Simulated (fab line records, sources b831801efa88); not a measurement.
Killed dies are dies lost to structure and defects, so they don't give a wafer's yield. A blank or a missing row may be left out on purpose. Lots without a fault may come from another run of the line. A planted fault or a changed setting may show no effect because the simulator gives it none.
Problem report in the 8D (eight disciplines) form, filled by code | flow sky130 | the parts of the form that need people (team, actions taken, sign-off) are left out

1. THE PROBLEM
oes_product_au at SKY_METAL1_METAL_ETCH_19 reads a mean of 0.787 a.u. on 3 wafers of 1 lot; wafers without a fault read 0.853 a.u. with a standard deviation of 0.0055. That is -12 standard deviations from the usual mean.
The step: etches the open film in Cl2/BCl3, stops on SiO2, target depth 360 nm, time 78 s.
First seen on wafer L332.1, day 35 04:08, on rie_metal-01. The record holds 39 wafers of 13 lots with a number at this step. Rule for "out", or "out of limits": more than 4 standard deviations from the usual mean. The other wafers with a number count as sound.

2. WHAT IT IS AND WHAT IT IS NOT
question                    | is                     | is not
which readings at this step | oes_product_au         | drypump_motor_current_A
which lots                  | L332                   | L326, L328, L330, L331, L335, L337, L338, L340, L342, L343, L345, L346
which wafers of those lots  | all that have a number | -
read on which tools         | rie_metal-01           | rie_metal-02, rie_metal-03
when                        | from day 35 04:08      | up to then (12 sound wafers); but 24 sound wafers of L335, L337, L338, L340, L342, L343, L345, L346 came after

3. SUSPECTS, AND WHAT RULES EACH OUT
Counting: a tool at a process step up to the reading stays a suspect if it ran every lot that is out and no sound lot after the first of them.
- rie_diel-02 at SKY_LI_CONTACT_ETCH_14 (etches BARC in N2/H2, stops on SiO2, time 45.9 s, target depth 60 nm): ruled out as a lasting fault. Sound lots L345 ran on it after its first lot that is out, L332 (day 31 14:57).
- pvd_sputter-01 at SKY_LI_CONTACT_SPUTTER_20 (material TiN, target thk 20 nm, time 80 s): ruled out as a lasting fault. Sound lots L338, L342 ran on it after its first lot that is out, L332 (day 31 15:27).
- rie_metal-01 at SKY_METAL1_METAL_ETCH_19 (etches the open film in Cl2/BCl3, stops on SiO2, target depth 360 nm, time 78 s): kept. It ran the lot that is out, L332 (day 35 04:08), and no sound lot after that; its last sound lot up to then is L330 (day 34 06:08). Its own readings are out on those wafers: oes_product_au.
Left after counting: rie_metal-01 at SKY_METAL1_METAL_ETCH_19.

4. THE CAUSE (what the simulator had put in)
Process parameter drift: rie_metal-01, from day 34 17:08 on, at SKY_METAL1_METAL_ETCH_19. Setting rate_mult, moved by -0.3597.
Counting left only this tool.

5. THE CHAIN OF EFFECTS, in route order
Each row: a reading whose mean over the struck wafers that have a number lies more than 3 standard deviations from the usual. Only readings for which the record gives a usual standard deviation are gone through. hours: the time from each lot's start at the first step in this table that gives one to its start at this step, as a median over the lots. sigmas: the change in usual standard deviations.
hours | step                     | reading                  | usual      | on struck wafers | change | sigmas
0     | SKY_METAL1_METAL_ETCH_19 | oes_product_au           | 0.853 a.u. | 0.787            | -0.066 | -12
0     | SKY_METAL1_STRIP_20      | oes_product_au           | 0.342 a.u. | 0.383            | +0.041 | +8.6
0     | SKY_METAL1_STRIP_20      | strip_time_to_endpoint_s | 2.68 s     | 3.60             | +0.92  | +26
The process steps in it:
- SKY_METAL1_METAL_ETCH_19: etches the open film in Cl2/BCl3, stops on SiO2, target depth 360 nm, time 78 s.
- SKY_METAL1_STRIP_20: strips in O2/N2.

6. WHAT WOULD HAVE CAUGHT IT SOONER
In this record the first reading out of limits was taken at day 35 04:08, 11 hours after the fault began at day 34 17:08.
